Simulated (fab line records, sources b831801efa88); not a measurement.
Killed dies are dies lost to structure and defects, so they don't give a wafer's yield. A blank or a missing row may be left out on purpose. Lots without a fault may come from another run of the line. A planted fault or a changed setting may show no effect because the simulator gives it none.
fab line records | flow gf180mcu
record lots=5 wafers=15 last_day=33
route steps=602 shown NWELL@52 LVPWELL@54 MVSD@66 MVPSD@78
lots that met no fault: from a run of the same line without faults
start_h: hours from the record's first day to the start of the lot's first wafer shown | wait_h: hours since the lot's step before | " the same as in the row above | L1.1+2: a row that stands for several wafers | - no value, or no start given | * or withheld: withheld | < > ~ a bound
route shown NAME@n: a module of which the file shows steps, and the number in the route of the first | usual: mean/standard deviation of fault-free wafers | same: alike in all rows | chamber/n: place in a boat | sites: the reading at each site | _std_site: their standard deviation | _edge_site: outer sites' mean less inner sites' | radius_mm: how far each site lies from the wafer's centre | mask NAME#n: copy n | behind: the tool/chamber that last shaped the wafer | hold: why the lot was held/for how many hours/how that ended | device: the transistor (n, p or np) that didn't switch | end of line: the same wafers' tests at the end of the route | a step without rows: its recipe alone | killed: dies lost to structure and defects at the first sort, not the wafer's yield | map: a wafer's dies, x killed, . not, _ none there
set.NAME: the setting as run; set.NAME@STEP: as run at that earlier step | model.NAME: the simulator's own value behind a step, which no gauge read
lots at some steps of the route; a table a step, a row a wafer
services: from which hour (start_h, from the record's first day; less than 0 if before it) a tool's chamber was out of use, for how many hours, and why
## steps
# step GF_NWELL_STRIP_10
# recipe chemistry=O2/N2 power_w=1400 pressure_mtorr=1500 platen_temp_c=250 o2_flow_sccm=3000 n2_flow_sccm=300 overash_fraction=0.5
# usual drypump_motor_current_A=6.05/0.077 heater_power_w=347/29 n2_flow_sccm=299.8/0.95 o2_flow_sccm=3000/8.5 oes_product_au=0.723/0.0045 strip_time_to_endpoint_s=36.99/0.11
# columns lot.wafer tool chamber start_h wait_h drypump_motor_current_A heater_power_w n2_flow_sccm o2_flow_sccm oes_product_au rf_hours_counter_h strip_time_to_endpoint_s
L442.2 plasma_asher-02 1 74.78 0.1 5.99 324 299.9 3009 0.725 42 37.02
L442.4 " 1 " " 5.96 329 299.6 2995 0.725 - 37.00
L442.5 " 1 " " 6.01 325 300.2 2999 0.717 - 36.95
L454.2 plasma_asher-04 0 121.02 0.1 6.00 331 300.0 2985 0.726 49 37.04
L454.4 " 1 " " 5.99 341 299.4 2998 0.723 - 36.89
L454.6 " 0 " " 6.02 340 301.5 2993 0.722 - 37.05
L455.1 plasma_asher-03 0 126.87 0.1 6.11 337 299.7 3009 0.728 47 36.99
L455.2 " 1 " " 6.05 342 300.3 2984 0.727 47 36.97
L455.4 " 1 " " 6.04 341 299.7 2994 0.719 - 37.09
L459.3 plasma_asher-03 0 148.76 0.1 6.09 339 301.1 3007 0.721 - 36.99
L459.5 " 1 " " 6.06 346 299.7 3001 0.726 - 36.72
L459.6 " 0 " " 6.09 338 301.1 3012 0.724 - 36.86
L462.1 plasma_asher-02 1 166.28 0.1 6.02 322 299.7 2990 0.723 5 36.75
L462.5 " 0 " " 6.22 427 299.5 3015 0.721 - 36.78
L462.6 " 1 " " 5.97 329 299.0 2995 0.723 - 36.66
# step GF_NWELL_TW_MEAS_11
# usual NWELL_TW=1573/14
# columns lot.wafer tool chamber start_h wait_h NWELL_TW
L442.2 film_metro-03 - 74.89 0.1 1593
L442.4 " - " " 1590
L442.5 " - " " 1587
L454.2 film_metro-02 - 121.13 0.1 1551
L454.4 " - " " 1544
L454.6 " - " " 1546
L455.1 film_metro-01 - 126.97 0.1 1572
L455.2 " - " " 1570
L455.4 " - " " 1566
L459.3 film_metro-03 - 148.84 0.1 1592
L459.5 " - " " 1599
L459.6 " - " " 1587
L462.1 film_metro-03 - 166.38 0.1 1592
L462.5 " - " " 1589
L462.6 " - " " 1587
# step GF_LVPWELL_DEHYDRATE_00
# recipe temp_c=200 time_s=60
# step GF_LVPWELL_HMDS_01
# recipe prime_time_s=60 prime_temp_c=120
# step GF_LVPWELL_COAT_02
# recipe spin_rpm=2000 resist_thk_nm=3000
# step GF_LVPWELL_SOFTBAKE_03
# recipe temp_c=110 time_s=withheld
# step GF_LVPWELL_EXPOSE_04
# recipe mask_id=LVPWELL target_cd_nm=600 na=0.6 source_shape=conventional sigma_outer=0.6 dose_mj=260
# step GF_LVPWELL_PEB_05
# recipe temp_c=115 time_s=withheld
# step GF_LVPWELL_DEVELOP_06
# recipe wall_angle_deg=90 develop_time_s=60 dev_temp_c=23
# step GF_LVPWELL_OVL_MEAS_07
# usual LVPWELL_OVL=-0.1/1.1
# columns lot.wafer tool chamber start_h wait_h LVPWELL_OVL[nm]
L442.2 overlay-01 - 87.84 - -2.1
L442.4 " - " " -2.8
L442.5 " - " " -2.1
L454.2 overlay-02 - 135.25 - -1.1
L454.4 " - " " -0.3
L454.6 " - " " -1.1
L455.1 overlay-01 - 140.29 - -0.9
L455.2 " - " " 0.8
L455.4 " - " " -0.5
L459.3 overlay-02 - 162.65 - 0.4
L459.5 " - " " -1.2
L459.6 " - " " 0.4
L462.1 overlay-01 - 180.98 - -0.8
L462.5 " - " " -0.8
L462.6 " - " " -1.0
# step GF_LVPWELL_IMPLANT_08
# recipe species=B energy_kev=170 dose_cm2=1.5e+13 tilt_deg=0
# step GF_LVPWELL_IMPLANT_09
# recipe species=B energy_kev=60 dose_cm2=5e+12 tilt_deg=0
# step GF_LVPWELL_STRIP_10
# recipe chemistry=O2/N2 power_w=1400 pressure_mtorr=1500 platen_temp_c=250 o2_flow_sccm=3000 n2_flow_sccm=300 overash_fraction=0.5
# usual drypump_motor_current_A=5.6/0.51 heater_power_w=331/37 n2_flow_sccm=299.9/0.87 o2_flow_sccm=3001/8.9 oes_product_au=0.723/0.0042 strip_time_to_endpoint_s=36.95/0.097
# columns lot.wafer tool chamber start_h wait_h drypump_motor_current_A heater_power_w n2_flow_sccm o2_flow_sccm oes_product_au rf_hours_counter_h strip_time_to_endpoint_s model.coat_of_LVPWELL_COAT_02.thk_nm
L442.2 plasma_asher-02 1 88.17 0.1 6.0 320 298.8 3001 0.925 43 - 1601
L442.4 " 0 " " 6.2 424 300.2 2991 0.929 - - 1599
L442.5 " 1 " " 6.0 333 300.2 3007 0.929 - - 1597
L454.2 plasma_asher-01 0 135.58 0.1 5.2 316 300.7 2990 0.720 34 36.73 0
L454.4 " 0 " " 5.2 313 299.2 3008 0.718 - 36.84 0
L454.6 " 0 " " 5.2 308 299.8 3007 0.725 - 36.77 0
L455.1 plasma_asher-01 1 140.62 0.1 5.0 290 299.7 2994 0.716 35 37.19 0
L455.2 " 0 " " 5.2 311 299.7 3004 0.719 35 37.06 0
L455.4 " 1 " " 4.9 291 301.8 2998 0.722 - 36.97 0
L459.3 plasma_asher-02 0 163.01 0.1 6.2 417 300.8 3001 0.728 - 36.86 0
L459.5 " 0 " " 6.2 418 301.1 2997 0.716 - 36.97 0
L459.6 " 1 " " 6.0 328 300.7 3005 0.728 - 36.82 0
L462.1 plasma_asher-01 0 181.32 0.1 5.2 303 300.3 3010 0.720 39 36.87 0
L462.5 " 1 " " 5.0 281 300.1 3010 0.727 - 36.98 0
L462.6 " 0 " " 5.2 313 299.2 2993 0.714 - 36.90 0
# step GF_LVPWELL_TW_MEAS_11
# usual LVPWELL_TW=559/5.3
# columns lot.wafer tool chamber start_h wait_h LVPWELL_TW
L442.2 film_metro-01 - 88.28 0.1 564
L442.4 " - " " 562
L442.5 " - " " 563
L454.2 film_metro-02 - 135.69 0.1 554
L454.4 " - " " 556
L454.6 " - " " 551
L455.1 film_metro-03 - 140.72 0.1 561
L455.2 " - " " 562
L455.4 " - " " 566
L459.3 film_metro-02 - 163.10 0.1 554
L459.5 " - " " 549
L459.6 " - " " 552
L462.1 film_metro-03 - 181.43 0.1 563
L462.5 " - " " 564
L462.6 " - " " 565
# step GF_MVSD_DEHYDRATE_00
# recipe temp_c=200 time_s=60
# step GF_MVSD_HMDS_01
# recipe prime_time_s=60 prime_temp_c=120
# step GF_MVSD_COAT_02
# recipe spin_rpm=2000 resist_thk_nm=3000
# step GF_MVSD_SOFTBAKE_03
# recipe temp_c=110 time_s=withheld
# step GF_MVSD_EXPOSE_04
# recipe mask_id=MVSD target_cd_nm=1000 na=0.6 source_shape=conventional sigma_outer=0.6 dose_mj=260
# step GF_MVSD_PEB_05
# recipe temp_c=115 time_s=withheld
# step GF_MVSD_DEVELOP_06
# recipe wall_angle_deg=90 develop_time_s=60 dev_temp_c=23
# step GF_MVSD_OVL_MEAS_07
# usual MVSD_OVL=-0.6/1.3
# columns lot.wafer tool chamber start_h wait_h MVSD_OVL[nm]
L442.2 overlay-02 - 101.04 - 1.4
L442.4 " - " " 1.7
L442.5 " - " " 0.9
L454.2 overlay-02 - 149.65 - 0.3
L454.4 " - " " 1.4
L454.6 " - " " 1.7
L455.1 overlay-02 - 155.09 - -0.1
L455.2 " - " " -1.1
L455.4 " - " " 0.3
L459.3 overlay-01 - 177.95 - -1.5
L459.5 " - " " -1.6
L459.6 " - " " -1.3
L462.1 overlay-01 - 196.44 - 0.3
L462.5 " - " " -0.9
L462.6 " - " " -1.0
# step GF_MVSD_IMPLANT_08
# recipe species=P energy_kev=400 dose_cm2=1.6e+13 tilt_deg=0
# step GF_MVSD_IMPLANT_09
# recipe species=P energy_kev=100 dose_cm2=5e+12 tilt_deg=0
# step GF_MVSD_STRIP_10
# recipe chemistry=O2/N2 power_w=1400 pressure_mtorr=1500 platen_temp_c=250 o2_flow_sccm=3000 n2_flow_sccm=300 overash_fraction=0.5
# usual drypump_motor_current_A=5.5/0.48 heater_power_w=319/20 n2_flow_sccm=299.8/0.94 o2_flow_sccm=3001/8.4 oes_product_au=0.723/0.0045 strip_time_to_endpoint_s=36.93/0.1
# columns lot.wafer tool chamber start_h wait_h drypump_motor_current_A heater_power_w n2_flow_sccm o2_flow_sccm oes_product_au rf_hours_counter_h strip_time_to_endpoint_s
L442.2 plasma_asher-04 1 101.37 0.1 5.9 331 300.3 3002 0.729 46 60.33
L442.4 " 1 " " 6.0 331 299.2 2995 0.731 - 60.57
L442.5 " 1 " " 5.9 335 299.4 3009 0.741 - 60.41
L454.2 plasma_asher-04 0 149.98 0.1 6.0 331 299.4 2998 0.714 52 36.93
L454.4 " 1 " " 5.9 331 301.9 2986 0.722 - 36.94
L454.6 " 0 " " 6.0 326 299.8 3008 0.718 - 37.00
L455.1 plasma_asher-04 1 155.42 0.1 6.0 342 298.9 3003 0.714 52 36.75
L455.2 " 0 " " 6.0 322 300.7 2998 0.721 52 36.74
L455.4 " 1 " " 5.9 332 300.4 3003 0.721 - 36.75
L459.3 plasma_asher-03 0 178.31 0.1 6.1 350 299.7 2998 0.719 - 37.00
L459.5 " 0 " " 6.1 343 299.3 2995 0.721 - 36.87
L459.6 " 1 " " 6.1 350 300.0 3002 0.728 - 37.01
L462.1 plasma_asher-01 0 196.78 0.1 5.2 314 298.2 3013 0.717 40 36.92
L462.5 " 1 " " 4.9 291 300.4 3003 0.726 - 36.79
L462.6 " 0 " " 5.2 309 299.9 3010 0.727 - 36.99
# step GF_MVSD_TW_MEAS_11
# usual MVSD_TW=1576/15
# columns lot.wafer tool chamber start_h wait_h MVSD_TW
L442.2 film_metro-03 - 101.48 0.1 30
L442.4 " - " " 30
L442.5 " - " " 30
L454.2 film_metro-03 - 150.09 0.1 1589
L454.4 " - " " 1590
L454.6 " - " " 1586
L455.1 film_metro-02 - 155.52 0.1 1556
L455.2 " - " " 1563
L455.4 " - " " 1547
L459.3 film_metro-03 - 178.40 0.1 1580
L459.5 " - " " 1583
L459.6 " - " " 1586
L462.1 film_metro-03 - 196.88 0.1 1589
L462.5 " - " " 1595
L462.6 " - " " 1583
# step GF_MVPSD_DEHYDRATE_00
# recipe temp_c=200 time_s=60
## services
# columns tool chamber start_h hours kind
plasma_asher-04 - 64.37 1.3 repair
plasma_asher-03 - 103.55 2.8 pm
plasma_asher-02 - 108.75 9.0 pm
plasma_asher-02 0 108.75 13.8 vent_cycle
plasma_asher-02 1 108.75 13.8 vent_cycle
plasma_asher-02 - 110.09 12.5 repair
plasma_asher-02 0 117.75 - clean
plasma_asher-02 1 117.75 - clean
plasma_asher-01 - 131.84 0.9 repair
plasma_asher-02 - 176.75 2.1 repair
## key
first_sign step=GF_LVPWELL_STRIP_10 reading=oes_product_au direction=up sigmas=48 usual=0.723 struck=0.928
effect step=GF_MVSD_STRIP_10 reading=strip_time_to_endpoint_s direction=up sigmas=99+ usual=* struck=*
effect step=GF_MVSD_TW_MEAS_11 reading=MVSD_TW direction=down sigmas=99+ usual=1576 struck=30
model_effect step=GF_LVPWELL_STRIP_10 value=coat_of_LVPWELL_COAT_02.thk_nm without=0 struck=1599
met_at GF_LVPWELL_STRIP_10
struck_wafers L442.2,L442.4,L442.5
sort_left_out L442.2,L442.4,L442.5
tester_left_out L442
fault kind=strip_aborted tool=plasma_asher-02 chamber=- onset_h=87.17 steps=GF_LVPWELL_STRIP_10 offset=0.75935 end_h=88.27
# tester_left_out: of these lots the tester's yield and bins aren't shown, on N5 and GAA mostly nor the transistor test; their killed dies are dies lost to structure and defects alone, not to doping, threshold or leakage, so they don't give the yield
# sort_left_out: the simulated sort isn't trusted on such a fault, so these wafers' sort isn't shown, and their yield isn't known
